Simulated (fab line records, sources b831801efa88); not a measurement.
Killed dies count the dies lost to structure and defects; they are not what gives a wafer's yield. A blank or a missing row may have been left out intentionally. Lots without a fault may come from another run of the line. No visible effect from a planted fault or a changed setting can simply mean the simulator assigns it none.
fab line records	flow sky130
[record] lots = 5	wafers = 15	last-day = 50
route steps=708 shown RES_PROTECT@214 POLY_GATE@217 PAD_OPEN@708
lots with no fault: from the same line, run without faults
start-h: start of the lot's first displayed wafer, in hours after the record's first day	wait-h: hours elapsed since this lot's preceding step	" repeats the value in the row above	L1.1+2: a row that stands for several wafers	- value missing, or start not given	* or withheld: withheld	< > ~ a bound
route shown NAME@n: names a module that has steps shown in the file, with the first one's number in the route	usual: the fault-free wafers' mean and standard deviation	same: alike in all rows	chamber/n: place in a boat	sites: each site's reading	_std_site: standard deviation of those values	_edge_site: the outer-site mean with the inner-site mean subtracted	radius-mm: how far each site lies from the wafer's centre	mask NAME#n: copy n	behind: the most recent tool/chamber to have shaped the wafer	hold: why the lot was held/for how many hours/how that ended	device: which transistor (n, p or np) failed to switch	end of line: tests of these same wafers at the route's end	for a step that has no rows: nothing shown but its recipe	killed: dies that structure and defects cost at the first sort, which is not the same as the wafer's yield	map: dies across one wafer; x = killed, . = not, _ = none there
set.NAME: setting as actually run; set.NAME@STEP: the setting as run at that earlier step	model.NAME: the simulator's own value behind a step, which no gauge read
lots at some steps of the route; a table a step, a row a wafer
services: a tool's chamber out of use, with start hour (start-h, from the record's first day; less than 0 if before it), hours out, and reason
[[steps]]
[step SKY_RES_PROTECT_STRIP_07]
[recipe] chemistry = O2/N2	power-w = 1400	pressure-mtorr = 1500	platen-temp-c = withheld	o2-flow-sccm = 3000	n2-flow-sccm = 300	overash-fraction = 0.5
[usual] drypump-motor-current-A = 5.4/0.32	n2-flow-sccm = 300.1/0.85	oes-product-au = 0.518/0.0044	strip-time-to-endpoint-s = 23.29/0.041
lot.wafer	tool	chamber	start-h	wait-h	drypump-motor-current-A	n2-flow-sccm	oes-product-au	rf-hours-counter-h	strip-time-to-endpoint-s
L646.1	plasma-asher-04	0	337.17	0.1	5.6	300.4	0.514	22	23.24
L646.3	"	1	"	"	5.9	300.8	0.522	-	23.30
L646.4	"	0	"	"	5.6	300.3	0.514	-	23.27
L650.1	plasma-asher-02	0	373.91	0.1	4.9	299.7	0.514	57	23.29
L650.2	"	1	"	"	5.6	301.0	0.510	57	23.27
L650.3	"	1	"	"	5.6	300.4	0.521	-	23.27
L663.1	plasma-asher-04	1	494.60	0.1	5.8	300.5	0.520	37	23.28
L663.2	"	0	"	"	5.6	301.0	0.524	37	23.29
L663.5	"	1	"	"	5.8	300.0	0.524	-	23.25
L665.1	plasma-asher-02	0	503.82	0.1	5.0	298.9	0.519	68	23.25
L665.3	"	1	"	"	5.6	299.1	0.519	-	23.23
L665.5	"	1	"	"	5.6	299.7	0.521	-	23.28
L669.2	plasma-asher-04	0	536.55	0.1	5.6	300.9	0.515	42	23.31
L669.4	"	0	"	"	5.6	300.0	0.515	-	23.28
L669.6	"	0	"	"	5.7	301.7	0.520	-	23.34
[step SKY_RES_PROTECT_TW_MEAS_08]
[usual] POLY_GATE_TW = 4074/35
lot.wafer	tool	chamber	start-h	wait-h	POLY_GATE_TW
L646.1	film-metro-01	-	337.27	0.1	4036
L646.3	"	-	"	"	4043
L646.4	"	-	"	"	4054
L650.1	film-metro-04	-	374.01	0.1	4079
L650.2	"	-	"	"	4062
L650.3	"	-	"	"	4079
L663.1	film-metro-01	-	494.70	0.1	4021
L663.2	"	-	"	"	4021
L663.5	"	-	"	"	4023
L665.1	film-metro-04	-	503.92	0.1	4073
L665.3	"	-	"	"	4083
L665.5	"	-	"	"	4072
L669.2	film-metro-04	-	536.66	0.1	4039
L669.4	"	-	"	"	4040
L669.6	"	-	"	"	4028
[step SKY_RES_PROTECT_CLEAN_09]
[recipe] chemistry = SC1/SC2	mix = 1:4:20	temp-c = 70	time-s = 150	dry = n2-spin
[step SKY_POLY_GATE_CVD_03]
[recipe] material = Si3N4	precursor = DCS/NH3	target-thk-nm = 75	temp-c = 770	time-s = 1290	pressure-mtorr = 250
[step SKY_POLY_GATE_THK_MEAS_04]
[recipe] reads = Si3N4_of_POLY_GATE_CVD_03
[usual] POLY_GATE_CVD_03_THK = 75.1/0.63
lot.wafer	tool	chamber	start-h	wait-h	POLY_GATE_CVD_03_THK[nm]
L646.1	film-metro-01	-	339.84	0.0	75.9
L646.3	"	-	"	"	75.8
L646.4	"	-	"	"	75.6
L650.1	film-metro-02	-	390.43	0.0	75.1
L650.2	"	-	"	"	75.3
L650.3	"	-	"	"	75.4
L663.1	film-metro-01	-	496.28	0.0	75.1
L663.2	"	-	"	"	75.1
L663.5	"	-	"	"	75.0
L665.1	film-metro-02	-	505.40	0.0	74.7
L665.3	"	-	"	"	74.6
L665.5	"	-	"	"	75.4
L669.2	film-metro-03	-	540.03	0.0	75.4
L669.4	"	-	"	"	74.7
L669.6	"	-	"	"	74.6
[step SKY_POLY_GATE_DEHYDRATE_05]
[recipe] temp-c = 200	time-s = 60
[step SKY_POLY_GATE_HMDS_06]
[recipe] prime-time-s = 60	prime-temp-c = 120
[step SKY_POLY_GATE_COAT_07]
[recipe] resist = BARC	temp-c = withheld	time-s = withheld	spin-rpm = 3000	resist-thk-nm = 110
[step SKY_POLY_GATE_COAT_08]
[recipe] resist = KrF-thick	spin-rpm = 3000	resist-thk-nm = 450
[step SKY_POLY_GATE_SOFTBAKE_09]
[recipe] temp-c = 100	time-s = 90	resist = KrF-thick
[step SKY_POLY_GATE_EXPOSE_10]
[recipe] mask-id = P1M	na = 0.68	source-shape = conventional	sigma-outer = 0.6	target-cd-nm = 150	dose-mj = 28
[step SKY_POLY_GATE_PEB_11]
[recipe] peb-temp-c = withheld	peb-time-s = withheld	resist = KrF-thick
[step SKY_POLY_GATE_DEVELOP_12]
[recipe] develop-time-s = 60	resist = KrF-thick	dev-temp-c = 21
lot.wafer	tool	chamber	start-h	wait-h
L646.1+3+4	litho-track-04	0	367	-
L650.1+2+3	litho-track-01	0	419	-
L663.1+2+5	litho-track-01	0	526	-
L665.1+3+5	litho-track-02	0	536	-
L669.2+4+6	litho-track-04	0	569	-
[step SKY_POLY_GATE_CD_MEAS_13]
[recipe] target-cd-nm = 150
[usual] cd-nm = 149.5/0.97
lot.wafer	tool	chamber	start-h	wait-h	cd-nm
L646.1	cd-sem-01	-	367.91	-	150.2
L646.3	"	-	"	"	148.2
L646.4	"	-	"	"	150.0
L650.1	cd-sem-02	-	419.81	-	150.3
L650.2	"	-	"	"	150.2
L650.3	"	-	"	"	148.2
L663.1	cd-sem-02	-	527.01	-	148.4
L663.2	"	-	"	"	148.5
L663.5	"	-	"	"	145.9
L665.1	cd-sem-02	-	536.40	-	149.2
L665.3	"	-	"	"	148.4
L665.5	"	-	"	"	149.3
L669.2	cd-sem-01	-	569.52	-	149.2
L669.4	"	-	"	"	150.1
L669.6	"	-	"	"	148.9
[step SKY_POLY_GATE_OVL_MEAS_14]
[usual] POLY_GATE_OVL = -2/6
lot.wafer	tool	chamber	start-h	wait-h	POLY_GATE_OVL[nm]
L646.1	overlay-01	-	368.03	0.1	-5
L646.3	"	-	"	"	-3
L646.4	"	-	"	"	2
L650.1	overlay-01	-	419.93	0.1	-8
L650.2	"	-	"	"	-5
L650.3	"	-	"	"	5
L663.1	overlay-02	-	527.13	0.1	-10
L663.2	"	-	"	"	-4
L663.5	"	-	"	"	-15
L665.1	overlay-02	-	536.52	0.1	-6
L665.3	"	-	"	"	-4
L665.5	"	-	"	"	-4
L669.2	overlay-01	-	569.63	0.1	-3
L669.4	"	-	"	"	-5
L669.6	"	-	"	"	-8
[step SKY_POLY_GATE_ETCH_15]
[recipe] chemistry = N2/H2	target = BARC	ion-energy-ev = 200	source-w = 500	bias-w = 100	pressure-mtorr = 30	n2-flow-sccm = 100	h2-flow-sccm = 200	stop-on = SiO2	time-s = 118.5	target-depth-a = 1100
[usual] drypump-motor-current-A = 5.6/0.51	n2-flow-sccm = 100.0/0.32	oes-product-au = 0.717/0.0045	throttle-valve-pct = 13.213/0.0092
lot.wafer	tool	chamber	start-h	wait-h	drypump-motor-current-A	n2-flow-sccm	oes-product-au	rf-hours-counter-h	throttle-valve-pct	model.POLY_GATE.cd-nm
L646.1	rie-diel-03	2	368.06	0.0	5.3	100.3	0.717	116	13.206	150.5
L646.3	"	3	"	"	5.8	100.4	0.718	5	13.196	147.5
L646.4	"	1	"	"	5.6	100.0	0.712	4	13.219	150
L650.1	rie-diel-03	1	419.96	0.0	5.6	100.0	0.709	5	13.216	148.2
L650.2	"	3	"	"	5.8	100.1	0.719	6	13.215	147.9
L650.3	"	2	"	"	5.3	100.3	0.719	0	13.226	147.7
L663.1	rie-diel-03	3	527.16	0.0	5.8	99.5	0.723	8	13.215	147.1
L663.2	"	1	"	"	5.6	100.0	0.713	8	13.212	147.2
L663.5	"	2	"	"	5.3	99.8	0.715	-	13.200	143.8
L665.1	rie-diel-04	3	536.56	0.0	5.3	99.8	0.711	10	13.224	148.1
L665.3	"	1	"	"	4.8	100.0	0.715	57	13.203	149
L665.5	"	0	"	"	6.3	100.1	0.717	-	13.213	149.7
L669.2	rie-diel-04	0	569.66	0.0	6.3	100.7	0.715	5	13.207	147.9
L669.4	"	1	"	"	4.8	99.7	0.715	58	13.219	149.7
L669.6	"	1	"	"	4.7	99.4	0.720	-	13.219	148.5
[step SKY_POLY_GATE_ETCH_16]
[recipe] stop-on = poly-Si	chemistry = CH3F/O2	target = Si3N4	source-w = 400	bias-w = 80	pressure-mtorr = 25	ch3f-flow-sccm = 40	O2_flow_sccm = 30	time-s = 147.5	target-depth-a = 750
[usual] drypump-motor-current-A = 5.6/0.51	oes-product-au = 0.640/0.0049	throttle-valve-pct = 10.535/0.0097
lot.wafer	tool	chamber	start-h	wait-h	drypump-motor-current-A	oes-product-au	rf-hours-counter-h	throttle-valve-pct
L646.1	rie-diel-03	2	368.14	0.0	5.3	0.641	116	10.529
L646.3	"	3	"	"	5.8	0.644	5	10.520
L646.4	"	1	"	"	5.6	0.644	4	10.545
L650.1	rie-diel-03	1	420.05	0.0	5.5	0.637	5	10.527
L650.2	"	3	"	"	5.7	0.639	6	10.515
L650.3	"	2	"	"	5.3	0.648	0	10.532
L663.1	rie-diel-03	3	527.25	0.0	5.7	0.646	8	10.519
L663.2	"	1	"	"	5.6	0.637	8	10.540
L663.5	"	2	"	"	5.3	0.638	-	10.524
L665.1	rie-diel-04	3	536.64	0.0	5.3	0.636	10	10.528
L665.3	"	1	"	"	4.8	0.648	57	10.522
L665.5	"	0	"	"	6.2	0.648	-	10.532
L669.2	rie-diel-04	0	569.74	0.0	6.3	0.641	5	10.555
L669.4	"	1	"	"	4.7	0.642	58	10.531
L669.6	"	1	"	"	4.7	0.632	-	10.529
[step SKY_POLY_GATE_ETCH_17]
[recipe] target-depth-nm = 180	stop-on = SiO2	over-etch-frac = 0.56667	chemistry = HBr/Cl2	target = poly-Si	icp-w = 400	bias-w = 100	pressure-mtorr = 10	HBr_flow_sccm = 150	Cl2_flow_sccm = 50	time-s = 70.5
[usual] drypump-motor-current-A = 5.6/0.69	oes-product-au = 0.990/0.0068	throttle-valve-pct = 33.684/0.0092
lot.wafer	tool	chamber	start-h	wait-h	drypump-motor-current-A	oes-product-au	rf-hours-counter-h	throttle-valve-pct	model.POLY_GATE.cd-nm
L646.1	rie-si-01	0	368.24	0.0	5.4	0.987	47	33.693	151
L646.3	"	1	"	"	6.7	0.998	5	33.678	147.3
L646.4	"	0	"	"	5.4	0.999	-	33.683	149.3
L650.1	rie-si-02	1	420.15	0.0	5.7	1.002	0	33.704	147.9
L650.2	"	2	"	"	5.1	1.008	13	33.685	148.5
L650.3	"	3	"	"	6.5	0.996	37	33.678	147.3
L663.1	rie-si-01	1	527.34	0.0	6.7	0.984	6	33.685	145.9
L663.2	"	0	"	"	5.4	0.982	48	33.686	147.8
L663.5	"	1	"	"	6.8	0.982	-	33.680	142.5
L665.1	rie-si-01	2	536.74	0.0	4.9	0.999	0	33.695	147.5
L665.3	"	1	"	"	6.7	0.993	6	33.673	146.9
L665.5	"	1	"	"	6.7	0.996	-	33.674	147.7
L669.2	rie-si-01	3	569.84	0.0	5.3	0.996	1	33.683	146
L669.4	"	0	"	"	5.4	0.993	0	33.681	150
L669.6	"	2	"	"	4.9	0.995	-	33.685	148
[step SKY_POLY_GATE_STRIP_18]
[recipe] chemistry = O2/N2	power-w = 1400	pressure-mtorr = 1500	platen-temp-c = withheld	o2-flow-sccm = 3000	n2-flow-sccm = 300	overash-fraction = 0.5
[usual] drypump-motor-current-A = 5.5/0.45	n2-flow-sccm = 299.8/0.93	oes-product-au = 0.361/0.0045	strip-time-to-endpoint-s = 3.18/0.034
lot.wafer	tool	chamber	start-h	wait-h	drypump-motor-current-A	n2-flow-sccm	oes-product-au	rf-hours-counter-h	strip-time-to-endpoint-s
L646.1	plasma-asher-02	1	368.30	0.0	5.6	301.4	0.357	56	3.15
L646.3	"	1	"	"	5.6	301.7	0.357	-	3.14
L646.4	"	0	"	"	4.9	299.8	0.360	-	3.16
L650.1	plasma-asher-03	1	420.20	0.0	5.4	298.9	0.359	73	3.12
L650.2	"	0	"	"	6.4	300.5	0.362	73	3.10
L650.3	"	0	"	"	6.4	299.1	0.358	-	3.19
L663.1	plasma-asher-01	1	527.40	0.0	5.5	298.2	0.362	10	3.09
L663.2	"	0	"	"	5.2	300.5	0.359	10	3.10
L663.5	"	1	"	"	5.4	299.1	0.360	-	3.15
L665.1	plasma-asher-01	1	536.79	0.0	5.4	299.5	0.359	11	3.23
L665.3	"	1	"	"	5.5	300.1	0.364	-	3.17
L665.5	"	0	"	"	5.2	298.2	0.363	-	3.16
L669.2	plasma-asher-03	0	569.90	0.0	6.5	299.6	0.357	89	3.15
L669.4	"	0	"	"	6.5	300.7	0.363	-	3.19
L669.6	"	1	"	"	5.4	299.4	0.360	-	3.17
[step SKY_PAD_OPEN_PROBE_99]
[usual] killed_at_M0_to_M3 = 42/7.1	killed_at_M4_up = 3.3/1.9	killed-at-contacts = 24/5	killed-at-front-end = 15/4.7	killed-at-other = 0.3/0.61	killed-dies = 86/9.6	killed-open = 47/7.5	killed-short = 38/6.6
[same] gross-dies = 492	killed-at-back-side = 0
lot.wafer	tool	chamber	start-h	wait-h	killed_at_M0_to_M3	killed_at_M4_up	killed-at-contacts	killed-at-front-end	killed-at-other	killed-dies	killed-open	killed-short	model.etest.res-poly.line-ohm-um	model.etest.res-high-po.width-nm	model.etest.res-poly.width-nm	model.etest.res-xhigh-po.width-nm	model.etest.ring_1v8.delay-ps
L646.1	prober-02	-	1071.49	0.1	42	5	26	26	0	99	52	45	514.4	351.6	96.13	353.5	21.57
L646.3	prober-02	-	1071.59	0.2	40	3	21	15	0	79	42	37	536.3	348.2	92.3	347.7	20.98
L646.4	prober-02	-	1071.64	0.2	37	3	20	18	1	79	41	38	513.2	350.7	94.26	352.8	21.28
L650.1	prober-02	-	1110.63	0.1	54	3	19	18	0	94	46	48	497.3	347	92.75	348.4	21.1
L650.2	prober-02	-	1110.68	0.1	34	3	26	14	0	77	53	24	510.6	351.3	93.05	349	21.3
L650.3	prober-02	-	1110.73	0.2	32	6	27	11	0	76	39	37	510.3	350.1	92.44	349.4	21.06
L663.1	prober-01	-	1177.27	0.1	33	3	21	13	0	70	48	22	531.5	346.5	90.66	346.8	21.05
L663.2	prober-01	-	1177.32	0.1	41	3	20	13	2	79	44	33	510.6	348.5	92.77	349.5	21.45
L663.5	prober-01	-	1177.47	0.2	40	2	22	13	0	77	40	37	551.2	343.2	87.53	342.4	20.5
L665.1	prober-01	-	1181.24	0.1	42	2	29	14	1	88	50	35	501.7	348	92.79	348.3	21.01
L665.3	prober-01	-	1181.34	0.2	46	3	16	17	1	83	39	40	517.1	348.2	91.62	348.6	20.69
L665.5	prober-01	-	1181.44	0.2	31	2	25	14	1	73	38	33	517.1	350.5	92.67	349.3	20.62
L669.2	prober-01	-	1200.80	0.1	47	2	17	23	1	90	53	36	527.9	346.6	90.75	345.9	20.78
L669.4	prober-01	-	1200.90	0.2	51	3	20	13	0	87	43	44	507.7	350.3	95.28	351	21.42
L669.6	prober-01	-	1201.00	0.2	44	0	27	18	0	89	57	32	510.1	348.1	92.77	349.9	21.18
// killed by level:class
L646.1 VIA1:geometric-particle:open=13 CONTACT:geometric-particle:open=11 FIELD_ISO:geometric-particle:short=8 METAL1:geometric-particle:short=8 LI_CONTACT:geometric-particle:open=7 FIELD_ISO:geometric-particle:open=6 METAL4:geometric-particle:short=5 METAL2:geometric-particle:short=5
L646.3 VIA1:geometric-particle:short=10 CONTACT:geometric-particle:open=9 LI_CONTACT:geometric-particle:open=7 VIA1:geometric-particle:open=7 METAL1:geometric-particle:short=5 FIELD_ISO:geometric-particle:open=4 FIELD_ISO:geometric-particle:short=4 VIA3:geometric-particle:open=4
L646.4 VIA1:geometric-particle:open=8 FIELD_ISO:geometric-particle:short=7 CONTACT:geometric-particle:open=7 VIA3:geometric-particle:open=7 VIA1:geometric-particle:short=6 METAL2:geometric-particle:short=6 FIELD_ISO:geometric-particle:open=5 LI_CONTACT:geometric-particle:open=4
L650.1 CONTACT:geometric-particle:open=11 METAL1:geometric-particle:short=10 VIA1:geometric-particle:short=9 VIA2:geometric-particle:short=6 VIA1:geometric-particle:open=6 VIA2:geometric-particle:open=6 LI_CONTACT:geometric-particle:open=5 METAL2:geometric-particle:short=5
L650.2 LI_CONTACT:geometric-particle:open=9 VIA1:geometric-particle:open=9 CONTACT:geometric-particle:open=8 POLY_GATE:geometric-particle:open=4 LOCAL_INTERCONNECT:geometric-particle:short=4 METAL2:geometric-particle:open=4 VIA2:geometric-particle:short=4 VIA2:geometric-particle:open=4
L650.3 CONTACT:geometric-particle:open=13 METAL1:geometric-particle:short=7 VIA1:geometric-particle:open=7 CONTACT:geometric-particle:short=6 POLY_GATE:geometric-particle:open=4 VIA1:geometric-particle:short=4 FIELD_ISO:geometric-particle:open=3 FIELD_ISO:geometric-particle:short=3
L663.1 CONTACT:geometric-particle:open=8 LI_CONTACT:geometric-particle:open=7 VIA1:geometric-particle:open=7 VIA3:geometric-particle:open=7 METAL3:geometric-particle:short=5 SPACER:geometric-particle:open=4 VIA2:geometric-particle:open=4 METAL1:geometric-particle:short=3
L663.2 VIA1:geometric-particle:open=9 VIA2:geometric-particle:open=9 FIELD_ISO:geometric-particle:open=6 LI_CONTACT:geometric-particle:open=6 CONTACT:geometric-particle:open=5 VIA1:geometric-particle:short=5 METAL2:geometric-particle:short=5 VIA3:geometric-particle:open=4
L663.5 LI_CONTACT:geometric-particle:open=8 VIA2:geometric-particle:open=6 VIA1:geometric-particle:open=6 VIA1:geometric-particle:short=6 CONTACT:geometric-particle:short=5 CONTACT:geometric-particle:open=5 POLY_GATE:geometric-particle:open=4 METAL1:geometric-particle:short=4
L665.1 CONTACT:geometric-particle:open=16 VIA1:geometric-particle:open=12 VIA2:geometric-particle:open=8 VIA1:geometric-particle:short=7 METAL1:geometric-particle:short=6 FIELD_ISO:geometric-particle:short=5 LI_CONTACT:geometric-particle:open=4 VIA3:geometric-particle:open=4
L665.3 METAL1:geometric-particle:short=11 VIA1:geometric-particle:open=11 LI_CONTACT:geometric-particle:open=7 VIA2:geometric-particle:open=6 VIA1:geometric-particle:short=5 FIELD_ISO:geometric-particle:short=4 METAL3:geometric-particle:short=4 FIELD_ISO:geometric-particle:open=3
L665.5 CONTACT:geometric-particle:open=10 LI_CONTACT:geometric-particle:open=8 VIA1:geometric-particle:short=6 VIA2:geometric-particle:open=6 FIELD_ISO:geometric-particle:short=5 VIA1:geometric-particle:open=5 CONTACT:geometric-particle:short=4 METAL1:geometric-particle:short=4
L669.2 VIA1:geometric-particle:open=18 CONTACT:geometric-particle:open=9 VIA3:geometric-particle:open=8 POLY_GATE:geometric-particle:short=7 FIELD_ISO:geometric-particle:short=6 FIELD_ISO:geometric-particle:open=5 POLY_GATE:geometric-particle:open=4 CONTACT:geometric-particle:short=4
L669.4 METAL1:geometric-particle:short=10 CONTACT:geometric-particle:open=8 VIA1:geometric-particle:open=8 METAL2:geometric-particle:short=6 VIA3:geometric-particle:open=6 POLY_GATE:geometric-particle:open=5 LI_CONTACT:geometric-particle:open=5 VIA1:geometric-particle:short=5
L669.6 VIA1:geometric-particle:open=12 CONTACT:geometric-particle:open=11 VIA3:geometric-particle:open=8 LI_CONTACT:geometric-particle:open=7 POLY_GATE:geometric-particle:open=6 VIA2:geometric-particle:open=5 CONTACT:geometric-particle:short=5 METAL2:geometric-particle:short=5
[[services]]
tool	chamber	start-h	hours	kind
plasma-asher-02	-	318.52	7.1	repair
rie-diel-03	1	321.53	4.0	repair
rie-si-01	3	324.41	1.1	repair
rie-si-02	-	330.65	16.4	repair
plasma-asher-04	-	337.48	2.8	pm
plasma-asher-01	-	362.56	11.4	repair
plasma-asher-01	-	368.78	1.1	repair
rie-si-02	2	393.68	10.0	repair
rie-diel-03	0	400.67	23.0	repair
rie-diel-03	2	406.06	12.8	repair
rie-si-01	0	420.03	3.7	repair
plasma-asher-01	-	421.25	9.0	pm
plasma-asher-02	-	428.36	10.3	repair
rie-diel-04	-	447.92	2.0	repair
rie-si-02	-	468.57	2.8	pm
rie-si-02	-	485.24	4.3	pm
rie-diel-03	3	489.61	5.8	repair
rie-si-01	3	495.28	2.2	repair
rie-diel-04	3	509.00	11.3	repair
plasma-asher-03	-	551.00	0.6	repair
plasma-asher-03	-	551.45	0.4	repair
plasma-asher-04	-	551.89	15.6	pm
rie-si-01	1	556.63	3.9	repair
rie-diel-03	3	560.36	7.6	repair
[[key]]
[first-sign] step = SKY_POLY_GATE_CD_MEAS_13	reading = cd-nm	direction = down	sigmas = 3.6	usual = 149.5	struck = 145.9
effect none on later readings
[model-effect] step = SKY_POLY_GATE_ETCH_15	value = POLY_GATE.cd-nm	without = 147.5	struck = 143.8
[model-effect] step = SKY_POLY_GATE_ETCH_17	value = POLY_GATE.cd-nm	without = 146.1	struck = 142.5
[model-effect] step = SKY_PAD_OPEN_PROBE_99	value = etest.res-poly.line-ohm-um	without = 529.2	struck = 551.2
met-at SKY_POLY_GATE_DEVELOP_12
struck-wafers L663.5
tester-left-out L663
onset-between 419 526
[fault] kind = process-parameter-drift	tool = litho-track-01	chamber = -	onset-h = 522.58	steps = SKY_POLY_GATE_DEVELOP_12	channel = develop-time-s	offset = *	shape = step	end-h = 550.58	scope = struck-wafers-only	acts-in = *	stated = *
// tester-left-out: of these lots the tester's yield and bins aren't shown, on N5 and GAA mostly nor the transistor test; their killed dies are dies lost to structure and defects alone, not to doping, threshold or leakage, so they don't give the yield
